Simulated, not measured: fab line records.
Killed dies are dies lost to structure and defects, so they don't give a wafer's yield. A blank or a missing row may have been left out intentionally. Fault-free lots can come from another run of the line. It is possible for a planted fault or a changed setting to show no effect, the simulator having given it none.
Struck lot and sound lot, side by side :: flow sky130 :: 34 out of 708 route steps
Sound: wafers L666.2, L666.3, L666.6. Wafers L662.1, L662.4, L662.5 were the ones struck. At the end, the cause is stated.
At each step with rows: each side's tool, then ch and its chambers, then its first start. Under that, the readings that differ: sound wafers :: struck wafers :: difference of the means :: sigmas: that difference in standard deviations of wafers without a fault.
alike: a reading whose means differ by less than 2 such deviations, as well as words and numbers matching on both sides. not compared: withheld readings; readings where some wafer has no value; bounds like >300 that might hide an equal value; numbers whose values overlap and for which the record gives no deviation.
Wherever a step has rows on one side only, a row that says differs or no value, or a row with sigmas, the two part there. Numbers that don't overlap but have no deviation are shown without sigmas and don't part them. A reading missing from all wafers of one side parts the sides only when that side holds two or more wafers.

first, 9 steps without rows for these wafers: SKY_METAL1_DEVELOP_14 (develop time 60 s); SKY_METAL1_DESCUM_17 (chemistry O2, time 8 s); SKY_METAL1_ETCH_18 (etches BARC in N2/H2, stops on SiO2, time 45.9 s, target depth 60 nm); SKY_METAL1_METAL_ETCH_19 (etches the open film in Cl2/BCl3, stops on SiO2, target depth 360 nm, time 78 s); SKY_METAL1_STRIP_20 (strips in O2/N2); SKY_METAL1_STRIP_21 (strips in post etch residue remover, time 1200 s); SKY_METAL1_CLEAN_22 (cleans in IPA, time 180 s); SKY_METAL1_CLEAN_23 (cleans in O3/DIW); SKY_VIA1_HDPCVD_00 (deposits SiO2, target thk 1030 nm, time 171.7 s).
SKY_VIA1_CMP_02: polishes SiO2.
  sound on cmp-02 ch 1,2,3, day 38 21:55; struck on cmp-01 ch 1,2,3, day 37 19:28
reading: model.SiO2_of_VIA1_HDPCVD_00.thk-nm (nm)
sound: 341.3 342.1 341.3
struck: 592 591.6 584.9
difference: +248
sigmas: 
  alike: motor-current-A
then, 9 steps without rows for these wafers: SKY_VIA1_DEHYDRATE_04 (time 60 s); SKY_VIA1_HMDS_05 (prime time 60 s); SKY_VIA1_COAT_06 (resist thk 60 nm); SKY_VIA1_COAT_07 (resist thk 450 nm); SKY_VIA1_SOFTBAKE_08 (time 90 s); SKY_VIA1_EXPOSE_09 (exposes mask VIM, target cd 150 nm); SKY_VIA1_PEB_10; SKY_VIA1_DEVELOP_11 (develop time 60 s); SKY_VIA1_ETCH_14 (etches BARC in N2/H2, stops on SiO2, time 45.9 s, target depth 60 nm).
SKY_VIA1_ETCH_15: etches SiO2 in C4F8/O2/Ar, stops on TiN, target depth 351 nm, time 54 s.
  sound on rie-diel-03 ch 1,3, day 39 22:51; struck on rie-diel-03 ch 0,2,3, day 38 21:16
reading: oes-product-au (a.u.)
sound: 0.973 0.977 0.980
struck: 1.007 0.987 0.977
difference: +0.014
sigmas: +2
  not compared: rf-hours-counter-h, model.etch.depth-nm, model.VIA1.feature-depth-nm
then, 12 steps without rows for these wafers: SKY_VIA1_STRIP_16 (strips in O2/N2); SKY_VIA1_STRIP_17 (strips in post etch residue remover, time 1200 s); SKY_VIA1_CLEAN_18 (cleans in IPA, time 180 s); SKY_VIA1_CLEAN_19 (cleans in O3/DIW); SKY_VIA1_SPUTTER_20 (material TiN, target thk 20 nm, time 80 s); SKY_VIA1_CVD_21 (deposits W, target thk 270 nm, time 80.902 s); SKY_VIA1_CMP_24 (polishes, stops on SiO2, t overpolish 15 s, target thk 0 nm); SKY_METAL2_SPUTTER_00 (material Ti, target thk 15 nm, time 10 s); SKY_METAL2_SPUTTER_01 (material TiN, target thk 20 nm, time 16.7 s); SKY_METAL2_SPUTTER_02 (material AlCu, target thk 250 nm, time 13.3 s); SKY_METAL2_SPUTTER_03 (material Ti, target thk 5 nm, time 3.3 s); SKY_METAL2_SPUTTER_04 (material TiN, target thk 70 nm, time 58.3 s).
SKY_METAL2_METAL_ETCH_19: etches the open film in Cl2/BCl3, stops on SiO2, target depth 360 nm, time 78 s.
  sound on rie-metal-02 ch 0, day 41 01:40; struck on rie-metal-04 ch 0,1, day 40 00:05
reading: model.SiO2_of_VIA1_HDPCVD_00.thk-nm (nm)
sound: 326.9 327.6 326.9
struck: 578 577.2 570.6
difference: +248
sigmas: 
  alike: drypump-motor-current-A, oes-product-au, throttle-valve-pct
  not compared: rf-hours-counter-h
-- the record jumps here: 10 days lie between the struck wafers' starts before and after (it left off in module METAL2 and takes up again in module PAD_OPEN, whose first step shown is number 708 of the route) --
SKY_PAD_OPEN_PROBE_99:
  sound on prober-01 at day 50 10:10; struck on prober-02 at day 49 12:46
reading: defect-limited-yield (%)
sound: 85.4 85.0 82.9
struck: 83.9 79.3 78.3
difference: -3.9
sigmas: -2

reading: killed-dies
sound: 72 74 84
struck: 79 102 107
difference: +19
sigmas: +2

reading: model.etest.tester.sort-n-pass
sound: 420 418 408
struck: 0 0 0
difference: -415
sigmas: 

reading: model.etest.tester.sort_bin_5_pct (%)
sound: 8.333 9.959 10.98
struck: 93.09 91.06 90.04
difference: +81.64
sigmas: 

reading: model.etest.tester.sort-yield-pct (%)
sound: 85.37 84.96 82.93
struck: 0 0 0
difference: -84
sigmas: 

reading: model.etest.nfet_16v.under-floor
sound: 0 0 0
struck: 1 1 1
difference: +1
sigmas: 

reading: model.etest.nfet_01v8.open
sound: 0 0 0
struck: 1 1 1
difference: +1
sigmas: 

reading: model.etest.res-high-po.open
sound: 0 0 0
struck: 1 1 1
difference: +1
sigmas: 

reading: model.etest.nfet-g5v0d10v5.under-floor
sound: 0 0 0
struck: 1 1 1
difference: +1
sigmas: 

reading: model.etest.li-comb.under-floor
sound: 0 0 0
struck: 1 1 1
difference: +1
sigmas: 
  alike: killed_at_M0_to_M3, killed_at_M4_up, killed-at-contacts, killed-at-front-end, killed-at-other, killed-open, killed-short

## WHERE THEY PART
Last at SKY_PAD_OPEN_PROBE_99 as far as this record goes, first at SKY_VIA1_ETCH_15.

WHY: the cause the simulator had injected
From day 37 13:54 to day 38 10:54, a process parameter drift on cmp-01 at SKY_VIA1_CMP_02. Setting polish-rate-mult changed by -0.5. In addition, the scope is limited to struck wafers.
